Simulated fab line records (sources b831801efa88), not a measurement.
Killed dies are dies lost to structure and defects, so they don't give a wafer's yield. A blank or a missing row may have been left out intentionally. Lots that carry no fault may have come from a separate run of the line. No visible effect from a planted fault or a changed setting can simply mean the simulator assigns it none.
Split-lot trial | flow gf180mcu | route with 602 steps; 5 lots, 23 wafers read

== SPLIT DETAILS ==
At GF_V4_CMP_04 (polishes SiO2), the setting leaveAboveRefNm was moved away from the recipe's 632.5 nm on 6 of the 23 wafers read, by -5.7% to +4.4%. For the rest of the wafers, this setting stayed at what the recipe calls for.

Reading taken at the split's own step.

== THE READING ==
SiO2_of_V4_CVD_02.thkNm (the simulator's own value, which no gauge read), in nm, at GF_V4_CMP_04 (polishes SiO2). The file gives no usual value for it. Average 633.1 nm, standard deviation 1.3 nm, over the 17 wafers here run with the recipe.

wafer  | tool, chamber at the split | leaveAboveRefNm as run, nm | against the recipe | SiO2_of_V4_CVD_02.thkNm, nm | against lot-mates on the recipe
L074.2 | cmp-02, 3                  | 632.5                      | recipe             | 632                         | -
L074.1 | cmp-02, 1                  | 632.5                      | recipe             | 632.2                       | -
L074.6 | cmp-02, 3                  | 632.5                      | recipe             | 631.2                       | -
L078.1 | cmp-01, 0                  | 660.5                      | +4.4%              | 662.5                       | +27.5
L078.2 | cmp-01, 2                  | 632.5                      | recipe             | 634.5                       | -
L078.4 | cmp-01, 3                  | 660.5                      | +4.4%              | 661.1                       | +26.1
L078.6 | cmp-01, 0                  | 632.5                      | recipe             | 635.6                       | -
L078.5 | cmp-01, 1                  | 660.5                      | +4.4%              | 661.9                       | +26.9
L080.2 | cmp-01, 2                  | 632.5                      | recipe             | 631.5                       | -
L080.4 | cmp-01, 3                  | 632.5                      | recipe             | 632.5                       | -
L080.3 | cmp-01, 0                  | 596.5                      | -5.7%              | 597.3                       | -34.7
L080.5 | cmp-01, 1                  | 596.5                      | -5.7%              | 595.4                       | -36.6
L080.6 | cmp-01, 2                  | 596.5                      | -5.7%              | 596                         | -36.0
L081.3 | cmp-01, 2,3                | 632.5                      | recipe             | 632.2                       | -
L081.1 | cmp-01, 2,3                | 632.5                      | recipe             | 632.2                       | -
L081.4 | cmp-01, 0                  | 632.5                      | recipe             | 634.2                       | -
L081.5 | cmp-01, 1                  | 632.5                      | recipe             | 632.5                       | -
L081.6 | cmp-01, 2                  | 632.5                      | recipe             | 631.8                       | -
L085.3 | cmp-02, 3                  | 632.5                      | recipe             | 634.4                       | -
L085.2 | cmp-02, 0                  | 632.5                      | recipe             | 633.8                       | -
L085.1 | cmp-02, 1                  | 632.5                      | recipe             | 634.1                       | -
L085.4 | cmp-02, 2                  | 632.5                      | recipe             | 634.8                       | -
L085.6 | cmp-02, 0                  | 632.5                      | recipe             | 632.9                       | -
When a row names more than one chamber, that row covers several wafers, and the file does not tell which wafer ran in which chamber.

FIT RESULTS
A straight line over all 23 wafers: SiO2_of_V4_CVD_02.thkNm changes by +6.48 nm for each +1% of leaveAboveRefNm; r = +1.00; the points scatter about the line by 1.2 nm.
The same after taking each lot's own level away (the mean of its wafers on the recipe; 23 wafers): +6.19 nm for each +1%; r = +1.00; scatter 0.74 nm.
Per that fit: largest leaveAboveRefNm move, reading shift of 35 nm.
Across the lots, their own levels run from 631.80 to 635.05 nm, a range of 2.5 times the standard deviation given above.
So the lot-to-lot level changes the slope little: the two slopes agree.
Check: with one of the wafers moved furthest among these (-5.7%) left out of the fit, the line predicts -35.6 nm for it against its lot-mates. It came out at -34.7 nm against them.

== FURTHER SPLITS ON THESE WAFERS ==
These wafers also went through other splits before the reading. Each is held against what the fit with the lots' levels taken away leaves over:
other split on the same wafers     | wafers away from the commonest value | r with SiO2_of_V4_CVD_02.thkNm (lot level and that fit taken away)
GF_CONTACT_DEVELOP_13 devTempC     | 7                                    | +0.04
GF_M1_SPUTTER_04 timeS             | 11                                   | +0.04
GF_M1_PEB_12 pebTempC              | 12                                   | +0.42
GF_M2_SPUTTER_00 chamberPressurePa | 15                                   | +0.17
GF_M2_SPUTTER_04 timeS             | 8                                    | -0.21
GF_M2_PEB_12 pebTempC              | 11                                   | -0.45
GF_M3_SPUTTER_04 timeS             | 4                                    | +0.03
GF_V3_COAT_09 resistThkNm          | 9                                    | -0.14
GF_V3_ETCH_16 biasW                | 6                                    | +0.31

== FILE'S OWN FIT ==
SiO2_of_V4_CVD_02.thkNm changes by +6.2 nm for each +1% of leaveAboveRefNm, r = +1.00.
